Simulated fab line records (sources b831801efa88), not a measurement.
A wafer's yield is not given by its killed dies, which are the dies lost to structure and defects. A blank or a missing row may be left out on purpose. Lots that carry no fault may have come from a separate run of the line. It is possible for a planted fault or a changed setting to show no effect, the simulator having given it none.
A lot that was struck, set against a sound lot ; flow sky130 ; 16 steps out of a route of 708
Sound: wafers L178.1, L178.3, L178.4. Wafers struck: L169.4, L169.5, L169.6. At the end, the cause is stated.
At each step with rows: each side's tool, then ch and its chambers, then its first start. Under that, the readings that differ: sound wafers ; struck wafers ; difference of the means ; sigmas: that difference in standard deviations of wafers without a fault.
alike: words and numbers the same on both sides, and readings whose means are apart by under 2 such deviations; not compared: readings that were withheld, readings missing a value for some wafer, numbers with overlapping values and no deviation given by the record, and bounds like >300 which may hide the same value.
Wherever a step has rows on one side only, a row that says differs or no value, or a row with sigmas, the two part there. Numbers that have no deviation but don't overlap get no sigmas and don't part them. Lack of a reading on every wafer of one side parts them only where that side has two or more wafers.

first, 5 steps without rows for these wafers: SKY_POLY_GATE_COAT_08 (resist thk 450 nm); SKY_POLY_GATE_SOFTBAKE_09 (time 90 s); SKY_POLY_GATE_EXPOSE_10 (exposes mask P1M, target cd 150 nm); SKY_POLY_GATE_PEB_11; SKY_POLY_GATE_DEVELOP_12 (develop time 60 s).
SKY_POLY_GATE_CD_MEAS_13: the cd target is 150 nm.
  sound: cdSem-02 at day 23 06:13; struck: cdSem-01 at day 20 14:07
  alike: cdNm
SKY_POLY_GATE_OVL_MEAS_14:
  sound: overlay-01 at day 23 06:20; struck: overlay-01 at day 20 14:12
  alike: POLY_GATE_OVL
SKY_POLY_GATE_ETCH_15: etches BARC in N2/H2, stops on SiO2, time 118.5 s, target depth 110 nm.
  sound on rieDiel-02 ch 2,3, day 23 06:22; struck on rieDiel-04 ch 2,3, day 20 14:13
  alike: biasW, drypumpMotorCurrentA, h2FlowSccm, oesProductAu, throttleValvePct
  not compared: rfHoursCounterH
SKY_POLY_GATE_ETCH_16: etches Si3N4 in CH3F/O2, stops on poly-Si, time 147.5 s, target depth 75 nm.
  sound on rieDiel-02 ch 2,3, day 23 06:27; struck on rieDiel-04 ch 2,3, day 20 14:18
reading;sound;struck;difference;sigmas
biasW (W);80.14 79.80 79.46;80.14 80.15 80.48;+0.46;+2
  alike: ch3fFlowSccm, drypumpMotorCurrentA, oesProductAu, throttleValvePct
  not compared: rfHoursCounterH
SKY_POLY_GATE_ETCH_17: etches poly-Si in HBr/Cl2, stops on SiO2, target depth 180 nm, time 70.5 s.
  sound on rieSi-01 ch 1,2,3, day 23 06:32; struck on rieSi-01 ch 0,1,2, day 20 14:23
  alike: biasW, drypumpMotorCurrentA, oesProductAu, throttleValvePct
  not compared: rfHoursCounterH
SKY_POLY_GATE_STRIP_18: strips in O2/N2.
  sound on plasmaAsher-03 ch 0,1, day 23 06:36; struck on plasmaAsher-03 ch 0,1, day 20 14:29
  alike: drypumpMotorCurrentA, oesProductAu, stripTimeToEndpointS
  not compared: rfHoursCounterH
then, 1 step without rows for these wafers: SKY_POLY_GATE_CLEAN_19 (cleans in SC1/SC2, time 150 s).
SKY_POLY_GATE_OXIDATION_20: stabilise 600 s, purge 300 s, target thk 4 nm.
  sound on furnace-02 ch 0, day 23 06:45; struck on furnace-01 ch 0, day 20 15:07
reading;sound;struck;difference;sigmas
spikeTcBottomC (C);869.8 870.2 868.6;909.4 910.4 909.9;+40.4;+27
spikeTcCentreC (C);852.3 850.5 851.4;888.4 888.6 888.7;+37.2;+37
spikeTcLowerC (C);851.7 850.3 851.2;890.4 889.1 888.6;+38.3;+38
spikeTcTopC (C);865.9 865.0 867.5;904.0 901.5 901.3;+36.1;+28
spikeTcUpperC (C);849.5 850.9 850.2;888.2 887.3 886.0;+37.0;+37
zonePowerLowerPct (%);16.30 16.12 16.15;18.24 17.88 17.62;+1.72;+8
zonePowerTopPct (%);26.2 26.9 27.1;29.5 29.6 29.3;+2.7;+6
zonePowerUpperPct (%);15.79 15.97 15.83;17.32 17.23 17.10;+1.35;+8
model.SiO2_of_POLY_GATE_OXIDATION_20.thkNm (nm);4.004 3.979 4.021;6.419 6.392 6.423;+2.410;
  alike: tube_center_temp_C_max
SKY_POLY_GATE_THK_MEAS_21:
  sound: filmMetro-04 at day 23 08:00; struck: filmMetro-01 at day 20 16:24
reading;sound;struck;difference;sigmas
POLY_GATE_OXIDATION_THK (nm);4.00 3.98 4.00;6.40 6.36 6.38;+2.39;+30
SKY_POLY_GATE_CD_MEAS_22:
  sound: cdSem-01 at day 23 08:04; struck: cdSem-02 at day 20 16:41
  alike: cdNm
-- the record jumps here: 28 days lie between the struck wafers' starts before and after (it left off in module POLY_GATE and takes up again in module PAD_OPEN, whose first step shown is number 708 of the route) --
SKY_PAD_OPEN_PROBE_99:
  sound: prober-02 at day 50 02:52; struck: prober-02 at day 48 13:26
reading;sound;struck;difference;sigmas
model.etest.tipSonos.rsOhmSq;2698 2716 2699;3062 3085 3079;+371;
model.etest.tipP.rsOhmSq;6834 6808 6859;7485 7406 7465;+618;
model.etest.pfet_01v8.rOnOhmUm;2813 2770 2788;2943 2940 3021;+178;
model.etest.resPdiff.lineOhmUm;1380 1366 1368;1399 1429 1423;+46;
model.etest.tipN.rsOhmSq;439.1 440.2 444.1;483.7 481.9 481.5;+41.2;
model.etest.resNdiff.lineOhmUm;766.1 746.4 762.3;789.4 790.5 794.8;+33.3;
model.etest.sonosUncharged.rOnOhmUm;804.3 786.8 792.7;821.5 811.8 836.1;+28.5;
  alike: killed_at_M0_to_M3, killed_at_M4_up, killedAtContacts, killedAtFrontEnd, killedAtOther, killedDies, killedOpen, killedShort
  not compared: model.etest.nfet_01v8.rOnOhmUm

== WHERE THEY PART ==
At SKY_POLY_GATE_ETCH_16 first; at SKY_POLY_GATE_THK_MEAS_21 last (within this record only). Later steps at which nothing parts them and some readings are alike: SKY_POLY_GATE_CD_MEAS_22, SKY_PAD_OPEN_PROBE_99.

WHY: what the simulator had put in
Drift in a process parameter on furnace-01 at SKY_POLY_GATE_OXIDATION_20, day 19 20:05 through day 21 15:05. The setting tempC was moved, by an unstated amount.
